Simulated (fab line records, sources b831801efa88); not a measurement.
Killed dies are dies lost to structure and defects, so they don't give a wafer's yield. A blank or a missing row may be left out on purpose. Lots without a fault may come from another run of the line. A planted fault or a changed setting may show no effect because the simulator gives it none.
One fault seen from 2 desks | flow sfq_line | each desk has only its own numbers; what lay behind them comes last

THE METROLOGY DESK
What the gauges read, lot by lot, whatever tool the lot ran on: means of the sampled wafers that have a number. A lot is out of limits, marked OUT, if its mean lies more than 4 standard deviations from the usual mean; the brackets give that distance.
Columns: A = M0_OVL at SFQ_M0_OVL_MEAS_906, usual -1 nm; B = M3_NB_RS at SFQ_M3_RS_MEAS_919, usual 0.891 ohm/sq
lot  | first seen here | A  | B
L924 | day 10 22:34    | 9  | 0.890
L925 | day 11 06:30    | -8 | 0.889
L926 | day 11 12:30    | 5  | 0.895
L927 | day 11 19:43    | 1  | 0.880
L928 | day 12 02:55    | -4 | 0.874
L934 | day 13 19:50    | -6 | 0.919
L935 | day 14 06:34    | -5 | 0.928
L936 | day 14 14:58    | -4 | 0.934 (+4.6) OUT
L937 | day 15 02:58    | -7 | 0.889
L939 | day 15 17:29    | 2  | 0.886
L942 | day 16 13:12    | 2  | 0.886
L943 | day 17 02:24    | -1 | 0.904
L944 | day 17 10:30    | 9  | 0.877
L945 | day 18 02:07    | 2  | 0.874
L946 | day 18 16:30    | 2  | 0.892
This desk's finding: out of limits on L936; first on L936, day 40 02:13 (M3_NB_RS at SFQ_M3_RS_MEAS_919). In limits: L924, L925, L926, L927, L928, L934, L935, L937, L939, L942, L943, L944, L945, L946.

THE TOOL OWNER'S DESK: pvd_sputter-03
The tool's own readings at SFQ_TRILAYER_M3_DEP_SPUTTER_073 (material Nb, target thk 200 nm, time 133.3 s): means of the sampled wafers that have a number, for each lot that ran on this tool. A lot is out of limits, marked OUT, if its mean lies more than 4 standard deviations from the usual mean; the brackets give that distance.
Columns: A = throttle_valve_pct at SFQ_TRILAYER_M3_DEP_SPUTTER_073, usual 29.9 %
lot  | first seen here | A
L924 | day 23 23:16    | 30.6
L926 | day 24 21:34    | 30.9
L927 | day 25 01:10    | 30.1
L934 | day 39 10:29    | 30.9
L935 | day 39 23:41    | 30.2
L936 | day 40 02:05    | 30.3
This desk's finding: nothing out of limits on any of the 6 lots.

PUT TOGETHER
The metrology desk could have raised an alarm at day 40 02:13, on L936.
The tool owner's desk saw nothing out of limits.
The tool owner's desk has L936 on record, within its limits.
Of the lots named, all ran SFQ_TRILAYER_M3_DEP_SPUTTER_073 on pvd_sputter-03.

WHAT THE SIMULATOR HAD PUT IN
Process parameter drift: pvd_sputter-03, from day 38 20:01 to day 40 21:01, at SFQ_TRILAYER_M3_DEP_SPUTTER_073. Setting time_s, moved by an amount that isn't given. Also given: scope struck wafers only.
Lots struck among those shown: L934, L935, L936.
Hours from the fault's start to each desk's first reading out of limits: the metrology desk, 30.
